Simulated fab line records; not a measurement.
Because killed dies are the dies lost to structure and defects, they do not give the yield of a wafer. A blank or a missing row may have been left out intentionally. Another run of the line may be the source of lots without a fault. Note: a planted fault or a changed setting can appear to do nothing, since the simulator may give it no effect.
Which of the tools did it?	flow sky130	Sampling: 24 lots, 72 wafers, 5 of 708 route steps

WHAT THE GAUGES READ, wafer by wafer
SKY_FIELD_ISO_THK_MEAS_02. Usual: FIELD_ISO_OXIDATION_00_THK typically reads 11.95 nm, with standard deviation 0.24.
lot	measured	on	FIELD_ISO_OXIDATION_00_THK (nm)	flag
L074	day 1 11:38	filmMetro-01	11.97 11.72 11.84	
L075	day 1 16:38	filmMetro-02	11.62 11.57 11.63	
L076	day 1 21:38	filmMetro-02	11.63 11.49 11.67	
L077	day 2 02:40	filmMetro-02	12.00 12.12 11.86	
L078	day 2 07:40	filmMetro-01	12.06 12.03 11.85	
L079	day 2 12:38	filmMetro-02	11.65 11.54 11.69	
L080	day 2 17:39	filmMetro-01	12.11 12.21 12.37	
L081	day 2 22:38	filmMetro-03	11.80 11.70 11.81	
L082	day 3 03:38	filmMetro-01	11.96 12.00 11.91	
L083	day 3 08:38	filmMetro-01	12.08 12.04 12.33	
L084	day 3 13:38	filmMetro-01	12.16 12.28 12.21	
L085	day 3 19:40	filmMetro-01	11.93 11.84 11.60	
L086	day 4 00:05	filmMetro-02	11.51 11.57 11.59	
L087	day 4 04:40	filmMetro-02	12.24 12.00 12.00	
L088	day 4 09:38	filmMetro-02	11.97 11.85 11.96	
L089	day 4 14:38	filmMetro-03	11.85 11.80 11.59	
L090	day 4 19:42	filmMetro-02	12.01 11.96 12.21	
L091	day 5 01:58	filmMetro-02	11.96 11.97 12.20	
L092	day 5 06:02	filmMetro-02	12.30 12.11 12.22	
L093	day 5 10:38	filmMetro-02	12.07 12.18 12.15	
L094	day 5 15:38	filmMetro-03	11.78 11.60 11.70	
L095	day 5 21:58	filmMetro-03	12.01 12.22 12.17	
L096	day 6 01:54	filmMetro-03	11.92 11.92 12.08	
L097	day 6 08:47	filmMetro-03	12.05 12.24 12.12	

SKY_METAL1_THK_MEAS_06: measures by xrf. Usual: METAL1_ALCU_THK typically reads 249 nm, with standard deviation 3.9.
lot	measured	on	METAL1_ALCU_THK (nm)	flag
L074	day 30 20:29	filmMetro-02	246 248 246	
L075	day 31 13:50	filmMetro-01	246 243 243	
L076	day 32 03:45	filmMetro-01	252 253 249	
L077	day 32 06:24	filmMetro-02	250 247 254	
L078	day 32 14:28	filmMetro-02	252 246 245	
L079	day 33 05:37	filmMetro-02	254 252 254	
L080	day 33 21:40	filmMetro-02	251 252 249	
L081	day 33 22:34	filmMetro-02	256 250 251	
L082	day 34 01:25	filmMetro-01	252 243 251	
L083	day 35 04:34	filmMetro-01	252 256 258	
L084	day 35 10:02	filmMetro-01	248 248 252	
L085	day 35 10:49	filmMetro-02	250 239 247	
L086	day 36 00:30	filmMetro-01	247 247 247	
L087	day 35 19:54	filmMetro-02	243 244 247	
L088	day 36 01:40	filmMetro-04	250 249 249	
L089	day 36 12:23	filmMetro-01	251 254 252	
L090	day 36 20:16	filmMetro-04	248 241 244	
L091	day 37 08:50	filmMetro-02	246 246 251	
L092	day 37 16:26	filmMetro-01	249 253 250	
L093	day 37 18:41	filmMetro-02	243 254 254	
L094	day 38 00:21	filmMetro-01	248 246 244	
L095	day 38 08:08	filmMetro-02	243 246 248	
L096	day 38 15:22	filmMetro-01	247 248 252	
L097	day 39 00:10	filmMetro-04	251 252 242	

SKY_VIA3_THK_MEAS_23: measures by xrf. Usual: VIA3_W_THK typically reads 377 nm, with standard deviation 7.5.
lot	measured	on	VIA3_W_THK (nm)	flag
L074	day 39 05:50	filmMetro-04	379 382 382	
L075	day 39 19:41	filmMetro-04	379 387 383	
L076	day 40 07:19	filmMetro-01	378 378 377	
L077	day 40 11:12	filmMetro-01	378 380 385	
L078	day 40 17:21	filmMetro-03	387 389 384	
L079	day 41 07:29	filmMetro-01	373 378 376	
L080	day 41 21:49	filmMetro-04	381 377 379	
L081	day 42 00:32	filmMetro-04	376 380 379	
L082	day 42 01:52	filmMetro-01	379 375 376	
L083	day 43 00:34	filmMetro-01	366 365 367	
L084	day 43 03:59	filmMetro-01	371 364 372	
L085	day 43 05:56	filmMetro-01	370 372 377	
L086	day 43 15:55	filmMetro-01	370 379 374	
L087	day 43 12:01	filmMetro-01	364 368 360	
L088	day 43 18:24	filmMetro-04	383 382 374	
L089	day 44 02:53	filmMetro-03	371 375 382	
L090	day 44 11:12	filmMetro-03	370 377 383	
L091	day 44 19:44	filmMetro-04	384 376 383	
L092	day 45 01:14	filmMetro-04	381 381 383	
L093	day 45 02:01	filmMetro-01	377 372 379	
L094	day 45 06:47	filmMetro-03	396 390 395	
L095	day 45 13:04	filmMetro-03	372 371 372	
L096	day 45 18:41	filmMetro-03	385 388 390	
L097	day 46 04:26	filmMetro-03	374 371 369	

WHICH TOOL RAN EACH LOT (tool, then ch and the chambers of the sampled wafers, then the start)
lot	SKY_CONTACT_CVD_24	SKY_METAL1_SPUTTER_04
L074	cvdW-01 ch 0,1, day 30 19:38	pvdSputter-04, day 30 20:19
L075	cvdW-01 ch 0,1, day 31 12:59	pvdSputter-02, day 31 13:40
L076	cvdW-02 ch 0,1, day 32 02:54	pvdSputter-01, day 32 03:35
L077	cvdW-02 ch 0,1, day 32 05:34	pvdSputter-04, day 32 06:12
L078	cvdW-01 ch 0,1, day 32 13:38	pvdSputter-04, day 32 14:16
L079	cvdW-01 ch 0,1, day 33 04:46	pvdSputter-01, day 33 05:26
L080	cvdW-02 ch 0,1, day 33 20:50	pvdSputter-04, day 33 21:28
L081	cvdW-02 ch 1, day 33 21:43	pvdSputter-02, day 33 22:24
L082	cvdW-02 ch 1, day 34 00:34	pvdSputter-04, day 34 01:14
L083	cvdW-02 ch 0,1, day 35 03:43	pvdSputter-01, day 35 04:24
L084	cvdW-01 ch 0,1, day 35 09:11	pvdSputter-01, day 35 09:52
L085	cvdW-02 ch 0,1, day 35 09:58	pvdSputter-04, day 35 10:39
L086	cvdW-02 ch 0,1, day 35 23:24	pvdSputter-02, day 36 00:19
L087	cvdW-01 ch 0,1, day 35 19:04	pvdSputter-02, day 35 19:42
L088	cvdW-01 ch 0,1, day 36 00:49	pvdSputter-01, day 36 01:29
L089	cvdW-01 ch 0,1, day 36 11:32	pvdSputter-01, day 36 12:13
L090	cvdW-02 ch 1, day 36 19:25	pvdSputter-04, day 36 20:06
L091	cvdW-01 ch 0,1, day 37 08:00	pvdSputter-01, day 37 08:38
L092	cvdW-01 ch 0,1, day 37 15:35	pvdSputter-04, day 37 16:16
L093	cvdW-01 ch 0,1, day 37 17:50	pvdSputter-04, day 37 18:31
L094	cvdW-02 ch 0,1, day 37 23:30	pvdSputter-02, day 38 00:11
L095	cvdW-01 ch 0,1, day 38 07:17	pvdSputter-02, day 38 07:58
L096	cvdW-01 ch 0,1, day 38 14:31	pvdSputter-02, day 38 15:12
L097	cvdW-02 ch 0,1, day 38 23:19	pvdSputter-04, day 39 00:01
- SKY_CONTACT_CVD_24: deposits W, target thk 340 nm, time 102.12 s.
- SKY_METAL1_SPUTTER_04: material TiN, target thk 70 nm, time 58.3 s.

AS READ BY THE TOOLS THEMSELVES (means over the sampled wafers that have a number; for cases with no such wafer, the mark the record gives instead)
SKY_CONTACT_CVD_24. Usual: heaterPowerW reads 916 W (standard deviation 110).
lot	tool	heaterPowerW (W)	flag
L074	cvdW-01	904	
L075	cvdW-01	916	
L076	cvdW-02	847	
L077	cvdW-02	833	
L078	cvdW-01	951	
L079	cvdW-01	911	
L080	cvdW-02	834	
L081	cvdW-02	739	
L082	cvdW-02	744	
L083	cvdW-02	841	
L084	cvdW-01	965	
L085	cvdW-02	930	
L086	cvdW-02	931	
L087	cvdW-01	964	
L088	cvdW-01	917	
L089	cvdW-01	969	
L090	cvdW-02	745	
L091	cvdW-01	966	
L092	cvdW-01	921	
L093	cvdW-01	964	
L094	cvdW-02	941	
L095	cvdW-01	968	
L096	cvdW-01	956	
L097	cvdW-02	935	

SKY_METAL1_SPUTTER_04. Usual: throttleValvePct reads 30.0 % (standard deviation 1).
lot	tool	throttleValvePct (%)	flag
L074	pvdSputter-04	29.4	
L075	pvdSputter-02	30.5	
L076	pvdSputter-01	30.1	
L077	pvdSputter-04	29.5	
L078	pvdSputter-04	29.4	
L079	pvdSputter-01	30.3	
L080	pvdSputter-04	29.5	
L081	pvdSputter-02	30.7	
L082	pvdSputter-04	30.2	
L083	pvdSputter-01	30.0	
L084	pvdSputter-01	30.0	
L085	pvdSputter-04	30.3	
L086	pvdSputter-02	29.7	
L087	pvdSputter-02	30.6	
L088	pvdSputter-01	29.8	
L089	pvdSputter-01	29.9	
L090	pvdSputter-04	29.6	
L091	pvdSputter-01	30.6	
L092	pvdSputter-04	28.7	
L093	pvdSputter-04	30.2	
L094	pvdSputter-02	30.4	
L095	pvdSputter-02	30.3	
L096	pvdSputter-02	29.9	
L097	pvdSputter-04	30.3	

THE ANSWER, worked out from the rows above alone
Rule: a lot counts as off when the mean over its wafers that have a number is more than 3 standard deviations away from the usual mean. A lot without any number at a reading at which 4 lots or more have one is off too. Any other lot the step has rows for is counted as sound. After the gauges, taken in route order, come the tools' own readings; for these a lot's mean is taken, as printed above. The first step at which some lot is off is used, and at that step the reading that is off furthest; a lot without a number counts as furthest.
Nothing can be told from this: no lot is off at any reading shown.

WHAT THE SIMULATOR PUT IN
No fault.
